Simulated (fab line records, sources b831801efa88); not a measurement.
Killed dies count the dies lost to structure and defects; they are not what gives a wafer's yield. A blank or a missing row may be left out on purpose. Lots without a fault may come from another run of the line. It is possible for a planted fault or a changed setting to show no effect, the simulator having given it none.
Code-filled problem report in 8D (eight disciplines) form | flow sky130 | the parts of the form that need people (team, actions taken, sign-off) are left out

== 1. PROBLEM STATEMENT ==
Mean SPACER_CVD_00_THK at SKY_SPACER_THK_MEAS_01: 36.2 nm over 12 wafers in 4 lots; fault-free wafers: 42.9 nm, standard deviation 0.43. Measured from the usual mean, that is -16 standard deviations.
Seen first at day 28 18:05 on film metro-03, wafer L617.3. Wafers with a number at this step in the record: 36, from 12 lots. Rule for "out" (also "out of limits"): further than 4 standard deviations from the usual mean. All remaining wafers that have a number are taken as sound.

== 2. WHAT IT IS; WHAT IT IS NOT ==
question                    | is                     | is not
which readings at this step | SPACER_CVD_00_THK      | -
which lots                  | L617, L618, L619, L620 | L602, L603, L604, L605, L606, L611, L614, L615
which wafers of those lots  | all that have a number | -
read on which gauges        | film metro-03          | film metro-01, film metro-02
when                        | from day 28 18:05      | up to then (24 sound wafers)

== 3. SUSPECTS, AND WHAT RULES EACH OUT ==
Counting: a tool at any process step up to the reading remains a suspect when it ran all the lots that are out and ran no sound lot after the first of those.
- the gauge at SKY_SPACER_THK_MEAS_01: ruled out. All the wafers that are out were read on film metro-03, but those of them that SKY_SPACER_ETCHBACK_02 has rows for are out there too, on other tools.
- lpcvd-02 at SKY_SPACER_CVD_00 (deposits Si3N4 from DCS/NH3, target thk 43.1 nm, time 740 s): kept. Every lot that is out went through it, starting with L617 (day 28 16:52), and after that it ran no sound lot; the last sound lot it ran before then is L615 (day 27 10:32).
The count leaves lpcvd-02 at SKY_SPACER_CVD_00.

== 4. THE CAUSE (what the simulator had put in) ==
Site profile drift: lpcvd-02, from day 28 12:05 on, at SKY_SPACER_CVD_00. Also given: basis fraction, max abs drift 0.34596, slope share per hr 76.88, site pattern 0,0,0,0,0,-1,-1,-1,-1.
The count eliminated every tool but this one.

== 5. THE CHAIN OF EFFECTS, in route order ==
One row per reading whose mean, taken over the struck wafers that have a number, lies over 3 standard deviations from the usual. Only readings whose record carries a usual standard deviation are examined. hours: median over the lots of the time between each lot's start at the first step of this table that gives one and its start at this step. sigmas: the change, counted in usual standard deviations.
hours | step                   | reading           | usual      | on struck wafers | change | sigmas
0     | SKY_SPACER_THK_MEAS_01 | SPACER_CVD_00_THK | 42.9 nm    | 36.2             | -6.7   | -16
0     | SKY_SPACER_ETCHBACK_02 | oes product au    | 0.853 a.u. | 0.780            | -0.073 | -11
The process steps in it:
- SKY_SPACER_ETCHBACK_02: etches Si3N4 in CH3F/O2, stops on SiO2, time 46.7 s, target depth 45 nm.
Later measuring or inspecting steps at which every struck wafer that the step has a row for has a number for every such reading, and none has moved that far: SKY_SD_P_TW_MEAS_11.

== 6. HOW IT WOULD HAVE BEEN CAUGHT EARLIER ==
Counted from the fault's start at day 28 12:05, it took 6 hours until the first out-of-limits reading at a measuring or inspecting step in this record, taken at day 28 18:05.
No tool reading at SKY_SPACER_CVD_00 that has a usual standard deviation in the record was out on any struck wafer, so an alarm limit of 4 standard deviations on those readings would not have fired.
L619, L620, from the lots that are out (4), started SKY_SPACER_CVD_00 on lpcvd-02 later than day 28 18:05. A hold on the tool at that time would have spared those 2.
